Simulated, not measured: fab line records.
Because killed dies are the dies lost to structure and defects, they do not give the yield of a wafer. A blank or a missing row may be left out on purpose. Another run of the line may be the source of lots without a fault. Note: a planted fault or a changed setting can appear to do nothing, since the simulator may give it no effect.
Which tool did it? || flow sky130 || at 1 step of a route of 708, 12 lots with 36 wafers sampled

WHAT THE GAUGES READ, wafer by wafer
SKY_FIELD_ISO_BOW_MEAS_00.
{"lot": "L075", "measured": "day 1 15:00", "on": "filmMetro-02", "INCOMING_BOW (um)": "0 8 8"}
{"lot": "L077", "measured": "day 2 01:00", "on": "filmMetro-02", "INCOMING_BOW (um)": "-1 -12 -3"}
{"lot": "L079", "measured": "day 2 11:00", "on": "filmMetro-04", "INCOMING_BOW (um)": "7 -2 16"}
{"lot": "L081", "measured": "day 2 21:01", "on": "filmMetro-04", "INCOMING_BOW (um)": "-18 1 3"}
{"lot": "L083", "measured": "day 3 07:00", "on": "filmMetro-04", "INCOMING_BOW (um)": "14 -6 6"}
{"lot": "L085", "measured": "day 3 17:00", "on": "filmMetro-04", "INCOMING_BOW (um)": "4 11 -7"}
{"lot": "L087", "measured": "day 4 03:00", "on": "filmMetro-04", "INCOMING_BOW (um)": "-5 -1 -2"}
{"lot": "L089", "measured": "day 4 13:01", "on": "filmMetro-01", "INCOMING_BOW (um)": "-1 4 5"}
{"lot": "L091", "measured": "day 4 23:00", "on": "filmMetro-02", "INCOMING_BOW (um)": "-8 -7 -12"}
{"lot": "L093", "measured": "day 5 09:04", "on": "filmMetro-01", "INCOMING_BOW (um)": "1 7 4"}
{"lot": "L095", "measured": "day 5 19:01", "on": "filmMetro-04", "INCOMING_BOW (um)": "0 2 1"}
{"lot": "L097", "measured": "day 6 05:00", "on": "filmMetro-01", "INCOMING_BOW (um)": "3 0 -7"}

WHAT TOOL EACH LOT RAN ON (gives the tool, then ch and the chambers of the sampled wafers, and finally the start)
The record holds no process step before these readings.

THE ANSWER, worked out from the rows above alone
Rule: usual is defined by the lots themselves. Put in order of their means at a reading, lots are off if they are a third of the lots or fewer, leave a main group of 4 or more, and stand apart from it by a gap of 3 or more times the standard deviation of the main group's means; of several such gaps the widest counts. Not used: any main group whose means are identical at the precision the tables above print for the reading. A lot without any number at a reading at which 4 lots or more have one is off too. Where the step has rows for the other lots, those lots are counted as sound.
None of the lots is off at any reading shown; this tells nothing.

WHAT THE SIMULATOR HAD PUT IN
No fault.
